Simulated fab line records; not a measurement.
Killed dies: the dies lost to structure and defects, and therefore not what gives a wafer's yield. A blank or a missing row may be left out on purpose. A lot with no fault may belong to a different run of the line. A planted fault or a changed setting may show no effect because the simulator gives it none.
Lot-split experiment / flow gf180mcu / 23 wafers read across 5 lots, on a route 602 steps long

== SPLIT DETAILS ==
At GF_V3_CVD_00 (deposits SiO2, target thk 600 nm, time 100 s), the setting sih4FlowSccm was moved away from the recipe's 60 sccm on 6 of the 23 wafers read, by -6.0% to +8.2%. All remaining wafers had this setting at the recipe value.

There is no step in the file separating the split from the reading.

== THE READING ==
V3_CVD_00_THK at GF_V3_THK_MEAS_01, in nm. Fault-free wafers of this fab line usually give 600 nm, standard deviation 7.2 nm.

wafer=L076.1; tool, chamber at the split=hdpcvd-01, 2; sih4FlowSccm as run, sccm=60; against the recipe=recipe; V3_CVD_00_THK, nm=593; against lot-mates on the recipe=-
wafer=L076.2; tool, chamber at the split=hdpcvd-01, 1; sih4FlowSccm as run, sccm=60; against the recipe=recipe; V3_CVD_00_THK, nm=598; against lot-mates on the recipe=-
wafer=L076.3; tool, chamber at the split=hdpcvd-01, 0; sih4FlowSccm as run, sccm=60; against the recipe=recipe; V3_CVD_00_THK, nm=606; against lot-mates on the recipe=-
wafer=L076.5; tool, chamber at the split=hdpcvd-01, 0; sih4FlowSccm as run, sccm=60; against the recipe=recipe; V3_CVD_00_THK, nm=603; against lot-mates on the recipe=-
wafer=L076.6; tool, chamber at the split=hdpcvd-01, 2; sih4FlowSccm as run, sccm=60; against the recipe=recipe; V3_CVD_00_THK, nm=591; against lot-mates on the recipe=-
wafer=L078.1; tool, chamber at the split=hdpcvd-01, 2; sih4FlowSccm as run, sccm=60; against the recipe=recipe; V3_CVD_00_THK, nm=590; against lot-mates on the recipe=-
wafer=L078.2; tool, chamber at the split=hdpcvd-01, 1; sih4FlowSccm as run, sccm=60; against the recipe=recipe; V3_CVD_00_THK, nm=593; against lot-mates on the recipe=-
wafer=L078.3; tool, chamber at the split=hdpcvd-01, 2; sih4FlowSccm as run, sccm=60; against the recipe=recipe; V3_CVD_00_THK, nm=593; against lot-mates on the recipe=-
wafer=L078.4; tool, chamber at the split=hdpcvd-01, 1; sih4FlowSccm as run, sccm=60; against the recipe=recipe; V3_CVD_00_THK, nm=598; against lot-mates on the recipe=-
wafer=L078.6; tool, chamber at the split=hdpcvd-01, 2; sih4FlowSccm as run, sccm=60; against the recipe=recipe; V3_CVD_00_THK, nm=594; against lot-mates on the recipe=-
wafer=L081.1; tool, chamber at the split=hdpcvd-01, 2; sih4FlowSccm as run, sccm=56.41; against the recipe=-6.0%; V3_CVD_00_THK, nm=563; against lot-mates on the recipe=-39
wafer=L081.2; tool, chamber at the split=hdpcvd-01, 1; sih4FlowSccm as run, sccm=56.41; against the recipe=-6.0%; V3_CVD_00_THK, nm=555; against lot-mates on the recipe=-47
wafer=L081.3; tool, chamber at the split=hdpcvd-01, 0; sih4FlowSccm as run, sccm=60; against the recipe=recipe; V3_CVD_00_THK, nm=607; against lot-mates on the recipe=-
wafer=L081.4; tool, chamber at the split=hdpcvd-01, 0; sih4FlowSccm as run, sccm=56.41; against the recipe=-6.0%; V3_CVD_00_THK, nm=573; against lot-mates on the recipe=-29
wafer=L081.6; tool, chamber at the split=hdpcvd-01, 1; sih4FlowSccm as run, sccm=60; against the recipe=recipe; V3_CVD_00_THK, nm=597; against lot-mates on the recipe=-
wafer=L080.1; tool, chamber at the split=hdpcvd-01, 1; sih4FlowSccm as run, sccm=60; against the recipe=recipe; V3_CVD_00_THK, nm=606; against lot-mates on the recipe=-
wafer=L080.3; tool, chamber at the split=hdpcvd-01, 0; sih4FlowSccm as run, sccm=60; against the recipe=recipe; V3_CVD_00_THK, nm=610; against lot-mates on the recipe=-
wafer=L080.5; tool, chamber at the split=hdpcvd-01, 1; sih4FlowSccm as run, sccm=60; against the recipe=recipe; V3_CVD_00_THK, nm=604; against lot-mates on the recipe=-
wafer=L085.1; tool, chamber at the split=hdpcvd-01, 0; sih4FlowSccm as run, sccm=64.92; against the recipe=+8.2%; V3_CVD_00_THK, nm=666; against lot-mates on the recipe=+58
wafer=L085.2; tool, chamber at the split=hdpcvd-01, 1; sih4FlowSccm as run, sccm=60; against the recipe=recipe; V3_CVD_00_THK, nm=608; against lot-mates on the recipe=-
wafer=L085.3; tool, chamber at the split=hdpcvd-01, 2; sih4FlowSccm as run, sccm=64.92; against the recipe=+8.2%; V3_CVD_00_THK, nm=647; against lot-mates on the recipe=+39
wafer=L085.5; tool, chamber at the split=hdpcvd-01, 2; sih4FlowSccm as run, sccm=60; against the recipe=recipe; V3_CVD_00_THK, nm=608; against lot-mates on the recipe=-
wafer=L085.6; tool, chamber at the split=hdpcvd-01, 1; sih4FlowSccm as run, sccm=64.92; against the recipe=+8.2%; V3_CVD_00_THK, nm=660; against lot-mates on the recipe=+52

FIT RESULTS
A straight line over all 23 wafers: V3_CVD_00_THK changes by +6.68 nm for each +1% of sih4FlowSccm; r = +0.96; the points scatter about the line by 7.4 nm.
The same after taking each lot's own level away (the mean of its wafers on the recipe; 23 wafers): +6.19 nm for each +1%; r = +0.97; scatter 5.4 nm.
On that fit, the largest move of sih4FlowSccm shifts the reading by 51 nm.
The lots' own levels span 593.6 to 608.0 nm, that is 2.0 times the standard deviation above.
The two slopes agree, so the slope changes little with the lot-to-lot level.
Check: with one of the wafers moved furthest among these (+8.2%) left out of the fit, the line predicts +47.9 nm for it against its lot-mates. Against them it came out at +58 nm.

== THESE WAFERS: OTHER SPLITS ==
Other splits were also applied to these wafers ahead of the reading. Each is held against what the fit with the lots' levels taken away leaves over:
other split on the same wafers=GF_M1_METAL_ETCH_16 timeS; wafers away from the commonest value=11; r with V3_CVD_00_THK (lot level and that fit taken away)=-0.22
other split on the same wafers=GF_V1_CVD_02 timeS; wafers away from the commonest value=8; r with V3_CVD_00_THK (lot level and that fit taken away)=-0.13
other split on the same wafers=GF_M2_SPUTTER_03 powerW; wafers away from the commonest value=11; r with V3_CVD_00_THK (lot level and that fit taken away)=+0.07
other split on the same wafers=GF_M2_EXPOSE_11 doseMj; wafers away from the commonest value=8; r with V3_CVD_00_THK (lot level and that fit taken away)=-0.05
other split on the same wafers=GF_V2_CVD_23 tempC; wafers away from the commonest value=11; r with V3_CVD_00_THK (lot level and that fit taken away)=-0.09
other split on the same wafers=GF_M3_SPUTTER_04 timeS; wafers away from the commonest value=8; r with V3_CVD_00_THK (lot level and that fit taken away)=-0.21
other split on the same wafers=GF_M3_PEB_12 pebTimeS; wafers away from the commonest value=9; r with V3_CVD_00_THK (lot level and that fit taken away)=-0.23

== THE WHOLE CHAIN: every reading that the file lists as answering this split, in the file's order ==
step=GF_V3_CVD_00; what it does=deposits SiO2, target thk 600 nm, time 100 s; reading=SiO2_of_V3_CVD_00.thkNm (the simulator's own value, which no gauge read); change (the file's fit)=+6.16 nm for each +1% of the setting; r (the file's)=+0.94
step=GF_V3_THK_MEAS_01; what it does=; reading=V3_CVD_00_THK; change (the file's fit)=+6.2 for each +1% of the setting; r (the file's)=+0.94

== THE FILE'S OWN FIT ==
V3_CVD_00_THK changes by +6.2 nm for each +1% of sih4FlowSccm, r = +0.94.
